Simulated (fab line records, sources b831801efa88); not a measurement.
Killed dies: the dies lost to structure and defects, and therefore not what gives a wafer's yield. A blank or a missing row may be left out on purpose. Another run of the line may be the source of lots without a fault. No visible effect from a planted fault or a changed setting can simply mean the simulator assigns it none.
Chamber matching / flow sky130 / SKY_FIELD_ISO_ETCH_17 on rie_si-02: 4 sister chambers
The step etches Si in HBr/Cl2/O2, target depth 342 nm, time 97.7 s. 16 wafers are shown with their chamber, then 8 later ones without.

WAFERS PAIRED WITH THEIR CHAMBERS
wafer=L715.1; chamber=3; drypump_motor_current_A (A)=5.3; throttle_valve_pct (%)=25.644; oes_product_au (a.u.)=1.009
wafer=L715.2; chamber=2; drypump_motor_current_A (A)=5.0; throttle_valve_pct (%)=25.671; oes_product_au (a.u.)=0.984
wafer=L715.3; chamber=1; drypump_motor_current_A (A)=5.4; throttle_valve_pct (%)=25.677; oes_product_au (a.u.)=0.984
wafer=L720.2; chamber=1; drypump_motor_current_A (A)=5.3; throttle_valve_pct (%)=25.675; oes_product_au (a.u.)=0.994
wafer=L720.3; chamber=3; drypump_motor_current_A (A)=5.3; throttle_valve_pct (%)=25.648; oes_product_au (a.u.)=1.016
wafer=L720.6; chamber=2; drypump_motor_current_A (A)=5.0; throttle_valve_pct (%)=25.636; oes_product_au (a.u.)=1.016
wafer=L727.2; chamber=2; drypump_motor_current_A (A)=5.0; throttle_valve_pct (%)=25.655; oes_product_au (a.u.)=0.972
wafer=L727.3; chamber=1; drypump_motor_current_A (A)=5.3; throttle_valve_pct (%)=25.660; oes_product_au (a.u.)=0.997
wafer=L727.5; chamber=3; drypump_motor_current_A (A)=5.3; throttle_valve_pct (%)=25.647; oes_product_au (a.u.)=1.015
wafer=L729.1; chamber=3; drypump_motor_current_A (A)=5.3; throttle_valve_pct (%)=25.652; oes_product_au (a.u.)=1.001
wafer=L729.3; chamber=0; drypump_motor_current_A (A)=5.5; throttle_valve_pct (%)=25.650; oes_product_au (a.u.)=1.004
wafer=L729.5; chamber=1; drypump_motor_current_A (A)=5.4; throttle_valve_pct (%)=25.666; oes_product_au (a.u.)=0.998
wafer=L730.2; chamber=0; drypump_motor_current_A (A)=5.5; throttle_valve_pct (%)=25.636; oes_product_au (a.u.)=1.006
wafer=L730.5; chamber=3; drypump_motor_current_A (A)=5.2; throttle_valve_pct (%)=25.663; oes_product_au (a.u.)=0.995
wafer=L730.6; chamber=0; drypump_motor_current_A (A)=5.5; throttle_valve_pct (%)=25.648; oes_product_au (a.u.)=1.010
wafer=L734.2; chamber=3; drypump_motor_current_A (A)=5.3; throttle_valve_pct (%)=25.670; oes_product_au (a.u.)=0.995

SIGNATURES (averages over the wafers above)
reading=drypump_motor_current_A; chamber 0=5.500; chamber 1=5.350; chamber 2=5.000; chamber 3=5.283; scatter within a chamber=0.0391
reading=throttle_valve_pct; chamber 0=25.64467; chamber 1=25.66950; chamber 2=25.65400; chamber 3=25.65400; scatter within a chamber=0.011
reading=oes_product_au; chamber 0=1.00667; chamber 1=0.99325; chamber 2=0.99067; chamber 3=1.00517; scatter within a chamber=0.0117
Rule: a wafer's distance from a chamber is the root of the sum, over the readings, of the square of ((its reading less the chamber's mean) divided by the reading's scatter). The wafer belongs to the nearest chamber; if the next one is less than 2 further off, it can't be placed. The scatter is the square root of a quotient: the sum, over the shown wafers, of each reading's squared deviation from its chamber's mean, divided by wafers minus chambers.

WAFERS MISSING THEIR CHAMBER
wafer=L734.5; drypump_motor_current_A (A)=5.3; throttle_valve_pct (%)=25.660; oes_product_au (a.u.)=1.003
wafer=L734.6; drypump_motor_current_A (A)=5.0; throttle_valve_pct (%)=25.660; oes_product_au (a.u.)=0.999
wafer=L735.4; drypump_motor_current_A (A)=5.0; throttle_valve_pct (%)=25.663; oes_product_au (a.u.)=1.001
wafer=L735.5; drypump_motor_current_A (A)=5.4; throttle_valve_pct (%)=25.655; oes_product_au (a.u.)=1.005
wafer=L735.6; drypump_motor_current_A (A)=5.3; throttle_valve_pct (%)=25.650; oes_product_au (a.u.)=1.011
wafer=L736.1; drypump_motor_current_A (A)=5.3; throttle_valve_pct (%)=25.647; oes_product_au (a.u.)=0.996
wafer=L736.3; drypump_motor_current_A (A)=5.5; throttle_valve_pct (%)=25.655; oes_product_au (a.u.)=1.002
wafer=L736.6; drypump_motor_current_A (A)=5.2; throttle_valve_pct (%)=25.661; oes_product_au (a.u.)=1.005

CHAMBER TAKEN BY EACH
wafer=L734.5; from the rows above=can't be placed: 3 or 1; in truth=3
wafer=L734.6; from the rows above=2; in truth=2
wafer=L735.4; from the rows above=2; in truth=2
wafer=L735.5; from the rows above=can't be placed: 1 or 0 or 3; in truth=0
wafer=L735.6; from the rows above=can't be placed: 3 or 1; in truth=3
wafer=L736.1; from the rows above=can't be placed: 3 or 1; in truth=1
wafer=L736.3; from the rows above=0; in truth=0
wafer=L736.6; from the rows above=can't be placed: 3 or 1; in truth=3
Correctly placed: 3 of 8. Unplaceable from these rows: 5, with the true chamber sitting among the candidates in 5. Wrongly placed: 0.
